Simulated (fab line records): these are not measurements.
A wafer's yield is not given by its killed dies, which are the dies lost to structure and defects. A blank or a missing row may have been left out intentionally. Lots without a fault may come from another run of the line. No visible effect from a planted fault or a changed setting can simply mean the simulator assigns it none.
What tool caused it? || flow sky130 || 13 lots, 39 wafers sampled, at 4 steps of a route of 708

== WHAT THE GAUGES READ, wafer by wafer ==
SKY_NWELL_TW_MEAS_26.
{"lot": "L514", "measured": "day 5 06:34", "on": "film metro-03", "NWELL_2_TW": "499.0 496.1 497.2"}
{"lot": "L515", "measured": "day 5 12:33", "on": "film metro-03", "NWELL_2_TW": "494.8 495.8 495.8"}
{"lot": "L517", "measured": "day 6 02:58", "on": "film metro-03", "NWELL_2_TW": "493.7 492.2 495.7"}
{"lot": "L519", "measured": "day 6 14:47", "on": "film metro-03", "NWELL_2_TW": "494.2 495.9 494.1"}
{"lot": "L520", "measured": "day 6 21:04", "on": "film metro-02", "NWELL_2_TW": "492.0 490.0 491.2"}
{"lot": "L521", "measured": "day 7 04:09", "on": "film metro-04", "NWELL_2_TW": "494.0 493.2 491.8"}
{"lot": "L522", "measured": "day 7 07:37", "on": "film metro-04", "NWELL_2_TW": "494.6 491.8 496.5"}
{"lot": "L523", "measured": "day 7 12:57", "on": "film metro-02", "NWELL_2_TW": "491.0 488.6 490.1"}
{"lot": "L525", "measured": "day 8 00:46", "on": "film metro-03", "NWELL_2_TW": "497.0 494.7 494.5"}
{"lot": "L531", "measured": "day 9 17:56", "on": "film metro-02", "NWELL_2_TW": "490.1 488.3 488.5"}
{"lot": "L534", "measured": "day 10 09:25", "on": "film metro-04", "NWELL_2_TW": "492.9 492.2 492.9"}
{"lot": "L535", "measured": "day 10 22:58", "on": "film metro-04", "NWELL_2_TW": "491.5 490.2 490.6"}
{"lot": "L536", "measured": "day 11 07:21", "on": "film metro-02", "NWELL_2_TW": "489.0 488.3 489.9"}

SKY_VT_ADJUST_NCORE_OVL_MEAS_08.
{"lot": "L514", "measured": "day 8 12:26", "on": "overlay-02", "VT_ADJUST_NCORE_OVL (nm)": "1.9 -0.8 0.9"}
{"lot": "L515", "measured": "day 8 19:04", "on": "overlay-02", "VT_ADJUST_NCORE_OVL (nm)": "-1.0 -1.7 -1.2"}
{"lot": "L517", "measured": "day 9 12:16", "on": "overlay-02", "VT_ADJUST_NCORE_OVL (nm)": "-0.2 -2.1 -0.6"}
{"lot": "L519", "measured": "day 9 23:35", "on": "overlay-02", "VT_ADJUST_NCORE_OVL (nm)": "1.0 -0.2 0.9"}
{"lot": "L520", "measured": "day 10 09:41", "on": "overlay-01", "VT_ADJUST_NCORE_OVL (nm)": "2.2 3.2 2.6"}
{"lot": "L521", "measured": "day 10 16:18", "on": "overlay-02", "VT_ADJUST_NCORE_OVL (nm)": "1.7 -0.5 -1.0"}
{"lot": "L522", "measured": "day 10 21:51", "on": "overlay-02", "VT_ADJUST_NCORE_OVL (nm)": "2.0 0.4 -0.7"}
{"lot": "L523", "measured": "day 11 02:45", "on": "overlay-01", "VT_ADJUST_NCORE_OVL (nm)": "0.5 -0.4 -0.6"}
{"lot": "L525", "measured": "day 11 19:32", "on": "overlay-02", "VT_ADJUST_NCORE_OVL (nm)": "0.1 -0.6 2.4"}
{"lot": "L531", "measured": "day 13 20:33", "on": "overlay-01", "VT_ADJUST_NCORE_OVL (nm)": "2.8 3.4 3.9"}
{"lot": "L534", "measured": "day 14 14:00", "on": "overlay-01", "VT_ADJUST_NCORE_OVL (nm)": "0.0 4.2 2.1"}
{"lot": "L535", "measured": "day 15 05:47", "on": "overlay-01", "VT_ADJUST_NCORE_OVL (nm)": "0.1 0.4 2.4"}
{"lot": "L536", "measured": "day 15 16:14", "on": "overlay-02", "VT_ADJUST_NCORE_OVL (nm)": "0.6 2.1 0.6"}

SKY_RES_PROTECT_TW_MEAS_08.
{"lot": "L514", "measured": "day 14 22:04", "on": "film metro-02", "POLY_GATE_TW": "4007 4003 4012"}
{"lot": "L515", "measured": "day 15 13:23", "on": "film metro-02", "POLY_GATE_TW": "3942 3945 3953"}
{"lot": "L517", "measured": "day 16 10:21", "on": "film metro-03", "POLY_GATE_TW": "4047 4038 4045"}
{"lot": "L519", "measured": "day 16 22:40", "on": "film metro-01", "POLY_GATE_TW": "4108 4104 4077"}
{"lot": "L520", "measured": "day 17 14:25", "on": "film metro-01", "POLY_GATE_TW": "4063 4063 4089"}
{"lot": "L521", "measured": "day 17 20:43", "on": "film metro-01", "POLY_GATE_TW": "4093 4101 4089"}
{"lot": "L523", "measured": "day 18 08:56", "on": "film metro-03", "POLY_GATE_TW": "4083 4069 4071"}
{"lot": "L525", "measured": "day 19 05:46", "on": "film metro-03", "POLY_GATE_TW": "4002 4026 4016"}
{"lot": "L531", "measured": "day 21 15:22", "on": "film metro-03", "POLY_GATE_TW": "4058 4051 4074"}
{"lot": "L534", "measured": "day 22 20:55", "on": "film metro-03", "POLY_GATE_TW": "4035 4032 4021"}
{"lot": "L535", "measured": "day 23 02:43", "on": "film metro-03", "POLY_GATE_TW": "4046 4060 4036"}
{"lot": "L536", "measured": "day 23 13:11", "on": "film metro-02", "POLY_GATE_TW": "3985 3980 3987"}

== WHICH TOOL RAN EACH LOT (tool, then ch and the chambers of the sampled wafers, then the start) ==
{"lot": "L514", "SKY_GATE_OXIDE_STRIP_13": "plasma asher-02 ch 0,1, day 13 17:31"}
{"lot": "L515", "SKY_GATE_OXIDE_STRIP_13": "plasma asher-02 ch 0,1, day 14 03:55"}
{"lot": "L517", "SKY_GATE_OXIDE_STRIP_13": "plasma asher-01 ch 0,1, day 15 02:05"}
{"lot": "L519", "SKY_GATE_OXIDE_STRIP_13": "plasma asher-03 ch 0,1, day 15 14:13"}
{"lot": "L520", "SKY_GATE_OXIDE_STRIP_13": "plasma asher-02 ch 0,1, day 16 05:03"}
{"lot": "L521", "SKY_GATE_OXIDE_STRIP_13": "plasma asher-01 ch 0,1, day 16 12:42"}
{"lot": "L522", "SKY_GATE_OXIDE_STRIP_13": "plasma asher-02 ch 0,1, day 16 22:55"}
{"lot": "L523", "SKY_GATE_OXIDE_STRIP_13": "plasma asher-03 ch 0, day 17 00:37"}
{"lot": "L525", "SKY_GATE_OXIDE_STRIP_13": "plasma asher-01 ch 0,1, day 17 19:06"}
{"lot": "L531", "SKY_GATE_OXIDE_STRIP_13": "plasma asher-03 ch 0,1, day 20 03:43"}
{"lot": "L534", "SKY_GATE_OXIDE_STRIP_13": "plasma asher-01 ch 0, day 21 10:47"}
{"lot": "L535", "SKY_GATE_OXIDE_STRIP_13": "plasma asher-03 ch 0,1, day 21 16:02"}
{"lot": "L536", "SKY_GATE_OXIDE_STRIP_13": "plasma asher-02 ch 0,1, day 22 04:22"}
- SKY_GATE_OXIDE_STRIP_13: strips in O2/N2.

== WHAT THE TOOLS THEMSELVES READ (means of the sampled wafers that have a number; where no wafer has one, the mark that the record gives instead) ==
SKY_GATE_OXIDE_STRIP_13.
{"lot": "L514", "tool": "plasma asher-02", "drypump motor current A (A)": 5.6, "oes product au (a.u.)": 0.715, "strip time to endpoint s (s)": 14.16}
{"lot": "L515", "tool": "plasma asher-02", "drypump motor current A (A)": 5.4, "oes product au (a.u.)": 0.719, "strip time to endpoint s (s)": 14.13}
{"lot": "L517", "tool": "plasma asher-01", "drypump motor current A (A)": 6.5, "oes product au (a.u.)": 0.712, "strip time to endpoint s (s)": 14.22}
{"lot": "L519", "tool": "plasma asher-03", "drypump motor current A (A)": 5.7, "oes product au (a.u.)": 0.718, "strip time to endpoint s (s)": 14.21}
{"lot": "L520", "tool": "plasma asher-02", "drypump motor current A (A)": 5.6, "oes product au (a.u.)": 0.714, "strip time to endpoint s (s)": 14.14}
{"lot": "L521", "tool": "plasma asher-01", "drypump motor current A (A)": 6.5, "oes product au (a.u.)": 0.717, "strip time to endpoint s (s)": 14.21}
{"lot": "L522", "tool": "plasma asher-02", "drypump motor current A (A)": 5.6, "oes product au (a.u.)": 0.928, "strip time to endpoint s (s)": "-"}
{"lot": "L523", "tool": "plasma asher-03", "drypump motor current A (A)": 5.6, "oes product au (a.u.)": 0.718, "strip time to endpoint s (s)": 14.18}
{"lot": "L525", "tool": "plasma asher-01", "drypump motor current A (A)": 6.5, "oes product au (a.u.)": 0.716, "strip time to endpoint s (s)": 14.15}
{"lot": "L531", "tool": "plasma asher-03", "drypump motor current A (A)": 5.7, "oes product au (a.u.)": 0.718, "strip time to endpoint s (s)": 14.24}
{"lot": "L534", "tool": "plasma asher-01", "drypump motor current A (A)": 6.5, "oes product au (a.u.)": 0.715, "strip time to endpoint s (s)": 14.13}
{"lot": "L535", "tool": "plasma asher-03", "drypump motor current A (A)": 5.6, "oes product au (a.u.)": 0.716, "strip time to endpoint s (s)": 14.10}
{"lot": "L536", "tool": "plasma asher-02", "drypump motor current A (A)": 5.6, "oes product au (a.u.)": 0.714, "strip time to endpoint s (s)": 14.14}

== THE ANSWER, worked out from the rows above alone ==
Rule: the usual values come from the lots themselves. The widest of any qualifying gaps counts: lots, ordered by their means at a reading, are off when they make up no more than a third of the lots, leave a main group of 4 or more, and stand apart from it by 3 or more times the standard deviation of that group's means. A main group is skipped when, at the precision printed for the reading in the tables above, its means are all equal. Also off: a lot with no number at a reading for which 4 or more lots have one. Where the step has rows for the other lots, those lots are counted as sound. The gauges are gone through in route order, then the tools' own readings, and for those a lot's mean is taken as printed above. The first step at which some lot is off is used, and at that step the reading that is off furthest; a lot without a number counts as furthest.
Off, at SKY_GATE_OXIDE_STRIP_13 on strip time to endpoint s: L522. Without a number there: L522. Mean 14.17 s and standard deviation 0.042 in the main group.
A tool fits if, at that step or a process step before it, it ran every lot that is off, and no sound lot after the first of them. Not one of the candidates tried fits.

== WHAT WAS PUT IN BY THE SIMULATOR ==
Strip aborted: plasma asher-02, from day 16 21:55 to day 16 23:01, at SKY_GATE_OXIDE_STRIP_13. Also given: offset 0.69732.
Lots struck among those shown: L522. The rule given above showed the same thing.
